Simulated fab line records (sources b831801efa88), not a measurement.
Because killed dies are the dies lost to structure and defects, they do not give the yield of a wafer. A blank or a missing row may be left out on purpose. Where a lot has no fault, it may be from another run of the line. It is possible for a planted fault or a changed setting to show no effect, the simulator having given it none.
Chamber matching + flow sky130 + SKY_VIA2_CMP_24 on cmp-01: 4 sister chambers
The step polishes, stops on SiO2, t overpolish 20 s, target thk 0 nm. 4 wafers are shown with their chamber, then 12 later ones without.

== WAFERS, EACH WITH ITS CHAMBER ==
| wafer  | chamber | motor current A (A) |
|--------|---------|---------------------|
| L082.2 | 0       | 10.7                |
| L087.1 | 2       | 10.1                |
| L087.4 | 3       | 12.2                |
| L087.5 | 1       | 11.3                |

== WAFERS WITHOUT THEIR CHAMBER ==
| wafer  | motor current A (A) |
|--------|---------------------|
| L088.1 | 10.1                |
| L088.3 | 11.9                |
| L088.4 | 10.7                |
| L089.1 | 11.9                |
| L089.5 | 10.5                |
| L089.6 | 11.0                |
| L094.2 | 11.0                |
| L094.4 | 10.6                |
| L094.5 | 11.8                |
| L095.1 | 11.4                |
| L095.2 | 10.9                |
| L095.4 | 12.0                |

== CHAMBER TAKEN BY EACH ==
| wafer  | from the rows above     | in truth                   |
|--------|-------------------------|----------------------------|
| L088.1 | 2                       | 2                          |
| L088.3 | can't be placed: 3 or 1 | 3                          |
| L088.4 | 0                       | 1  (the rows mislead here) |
| L089.1 | can't be placed: 3 or 1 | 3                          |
| L089.5 | can't be placed: 0 or 2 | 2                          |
| L089.6 | can't be placed: 0 or 1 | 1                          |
| L094.2 | can't be placed: 0 or 1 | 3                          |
| L094.4 | can't be placed: 0 or 2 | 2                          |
| L094.5 | can't be placed: 3 or 1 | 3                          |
| L095.1 | 1                       | 1                          |
| L095.2 | can't be placed: 0 or 1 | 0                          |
| L095.4 | 3                       | 3                          |
Placed correctly: 3 of 12. Cannot be placed on the basis of these rows: 8; the candidates contain the true chamber in 7. Placed wrongly: 1.
How it was worked out, from the rows above alone: a wafer's distance from a chamber is the root of the sum, over the readings, of the square of ((its reading less the chamber's mean) divided by the reading's scatter). The wafer belongs to the nearest chamber; if the next one is less than 2 further off, it can't be placed. Each chamber's mean is taken over the wafers shown for it. The scatter: root of mean squared gap, hidden wafer to nearest shown wafer, with one shown wafer a chamber.
